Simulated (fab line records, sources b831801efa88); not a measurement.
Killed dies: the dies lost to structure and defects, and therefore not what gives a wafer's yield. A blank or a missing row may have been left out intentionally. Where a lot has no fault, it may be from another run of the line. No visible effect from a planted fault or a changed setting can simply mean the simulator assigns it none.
The same fault as seen by 2 desks :: flow sfq-line :: each desk holds nothing but its own numbers, with what lay behind them at the end

## AT THE METROLOGY DESK
Lot by lot, what the gauges showed, no matter which tool ran the lot: averages of those sampled wafers that carry a number. A lot is out of limits, marked OUT, if its mean lies more than 4 standard deviations from the usual mean; the brackets give that distance.
Columns: A = I0_OVL at SFQ_I0_OVL_MEAS_908, usual -1 nm; B = R5_MONX_RS at SFQ_R5_RS_MEAS_933, usual 7.05 ohm/sq
lot: L860
first seen here: day 16 04:24
A: 5
B: 7.12

lot: L861
first seen here: day 16 16:23
A: 5
B: 7.03

lot: L862
first seen here: day 16 21:12
A: 5
B: 7.09

lot: L863
first seen here: day 17 07:59
A: 0
B: 6.94

lot: L864
first seen here: day 18 02:00
A: -2
B: 7.10

lot: L866
first seen here: day 19 02:07
A: -4
B: 7.02

lot: L867
first seen here: day 19 15:19
A: -2
B: 7.06

lot: L868
first seen here: day 19 18:55
A: -5
B: 7.16

lot: L871
first seen here: day 20 09:37
A: 0
B: 6.96

lot: L872
first seen here: day 20 19:13
A: -5
B: 7.01

lot: L873
first seen here: day 20 22:49
A: 0
B: 7.04

lot: L874
first seen here: day 21 01:20
A: -7
B: 6.99

lot: L882
first seen here: day 26 00:37
A: 4
B: 7.08
This desk's verdict: no lot among the 13 shows anything out of limits.

## AT THE TOOL OWNER'S DESK: rie-diel-02
The tool's own readings at SFQ_TRILAYER_I2_VIA_BARC_OPEN_VIA_ETCH_096 (etches BARC in O2, target depth 125 nm, time 41.7 s): means of the sampled wafers that have a number, for each lot that ran on this tool. A lot is out of limits, marked OUT, if its mean lies more than 4 standard deviations from the usual mean; the brackets give that distance.
Columns: A = drypump-motor-current-A at SFQ_TRILAYER_I2_VIA_BARC_OPEN_VIA_ETCH_096, usual 5.7 A; B = oes-product-au at SFQ_TRILAYER_I2_VIA_BARC_OPEN_VIA_ETCH_096, usual 0.685 a.u.; C = run-length-s at SFQ_TRILAYER_I2_VIA_BARC_OPEN_VIA_ETCH_096, usual 70.1 s
lot: L860
first seen here: day 40 12:43
A: 6.0
B: 0.688
C: 70.4

lot: L862
first seen here: day 41 05:31
A: 6.0
B: 0.683
C: 70.1

lot: L864
first seen here: day 42 05:31
A: 5.7
B: 0.688
C: 70.1

lot: L866
first seen here: day 43 20:43
A: 5.9
B: 0.688
C: 69.9

lot: L868
first seen here: day 44 03:55
A: 5.8
B: 0.683
C: 69.9

lot: L873
first seen here: day 45 20:43
A: 6.0
B: 0.685
C: 70.0

lot: L882
first seen here: day 51 06:56
A: 5.9
B: 0.674
C: 71.9
This desk's verdict: no lot among the 7 shows anything out of limits.

## PUT TOGETHER
Metrology desk: nothing out of limits seen.
The desk of the tool owner found nothing out of limits.

## WHAT THE SIMULATOR PUT IN
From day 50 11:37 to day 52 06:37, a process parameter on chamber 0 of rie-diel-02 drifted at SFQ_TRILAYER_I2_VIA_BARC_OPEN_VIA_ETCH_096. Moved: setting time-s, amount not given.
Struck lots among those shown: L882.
